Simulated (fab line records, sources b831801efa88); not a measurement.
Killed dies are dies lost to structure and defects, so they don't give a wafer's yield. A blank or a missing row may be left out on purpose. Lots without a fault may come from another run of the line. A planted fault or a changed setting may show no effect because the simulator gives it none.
Problem report in the 8D (eight disciplines) form, filled by code | flow gf180mcu | the parts of the form that need people (team, actions taken, sign-off) are left out

1. THE PROBLEM
MVPSD_RS at GF_VT_IMPLANT_RS_MEAS_49 reads a mean of 1239 ohm/sq on 6 wafers of 2 lots; wafers without a fault read 1168 ohm/sq with a standard deviation of 4.1. That is +17 standard deviations from the usual mean.
The step: measures by four-point-probe.
First seen on wafer L213.1, day 12 02:16, on film_metro-04. The record holds 33 wafers of 11 lots with a number at this step. Rule for "out", or "out of limits": more than 4 standard deviations from the usual mean. The other wafers with a number count as sound.

2. WHAT IT IS AND WHAT IT IS NOT
question                    | is                           | is not
which readings at this step | MVPSD_RS                     | -
which lots                  | L213, L214                   | L198, L199, L201, L202, L203, L204, L215, L216, L219
which wafers of those lots  | all that have a number       | -
read on which gauges        | film_metro-01, film_metro-04 | film_metro-03
when                        | from day 12 02:16            | up to then (18 sound wafers); but 9 sound wafers of L215, L216, L219 came after

3. SUSPECTS, AND WHAT RULES EACH OUT
Counting: a tool at a process step up to the reading stays a suspect if it ran every lot that is out and no sound lot after the first of them.
- the gauge at GF_VT_IMPLANT_RS_MEAS_49: ruled out. The wafers that are out were read on 2 gauges (film_metro-01, film_metro-04).
- plasma_asher-03 at GF_LVPWELL_STRIP_10 (strips in O2/N2): ruled out as a lasting fault. Sound lots L216 ran on it after its first lot that is out, L213 (day 7 16:06).
- implanter-03 at GF_MVPSD_IMPLANT_08: kept. It ran every lot that is out, first L213 (day 9 01:05), and no sound lot after that; its last sound lot up to then is L201 (day 5 23:35). Its own readings are out on those wafers: dose_ions_cm2.
- plasma_asher-04 at GF_VT_IMPLANT_STRIP_09 (strips in O2/N2): ruled out as a lasting fault. Sound lots L216 ran on it after its first lot that is out, L213 (day 9 18:51).
Left after counting: implanter-03 at GF_MVPSD_IMPLANT_08.

4. THE CAUSE (what the simulator had put in)
Process parameter drift: implanter-03, from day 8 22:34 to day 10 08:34, at GF_MVPSD_IMPLANT_08. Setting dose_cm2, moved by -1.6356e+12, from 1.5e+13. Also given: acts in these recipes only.
Counting left only this tool.

5. THE CHAIN OF EFFECTS, in route order
Each row: a reading whose mean over the struck wafers that have a number lies more than 3 standard deviations from the usual. Only readings for which the record gives a usual standard deviation are gone through. hours: the time from each lot's start at the first step in this table that gives one to its start at this step, as a median over the lots. sigmas: the change in usual standard deviations.
hours | step                     | reading            | usual       | on struck wafers | change   | sigmas
0     | GF_MVPSD_IMPLANT_08      | dose_ions_cm2      | 1.5e+13     | 1.3e+13          | -1.6e+12 | -97
0     | GF_MVPSD_IMPLANT_08      | faraday_current_uA | 84.6        | 75.4             | -9.2     | -6.1
0     | GF_MVPSD_TW_MEAS_11      | MVPSD_TW           | 551         | 530              | -20      | -3.3
74    | GF_VT_IMPLANT_RS_MEAS_49 | MVPSD_RS           | 1168 ohm/sq | 1239             | +71      | +17
The process steps in it:
- GF_MVPSD_IMPLANT_08

6. WHAT WOULD HAVE CAUGHT IT SOONER
In this record the first reading out of limits at a measuring or inspecting step was taken at day 12 02:16, 76 hours after the fault began at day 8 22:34.
The tool's own readings at GF_MVPSD_IMPLANT_08 were out on every struck wafer that the step has a row for (dose_ions_cm2): an alarm limit on them would have fired on the first of those.
All the lots that are out (2) had begun GF_MVPSD_IMPLANT_08 on implanter-03 by day 12 02:16. A hold on the tool at that time would have spared none of them.
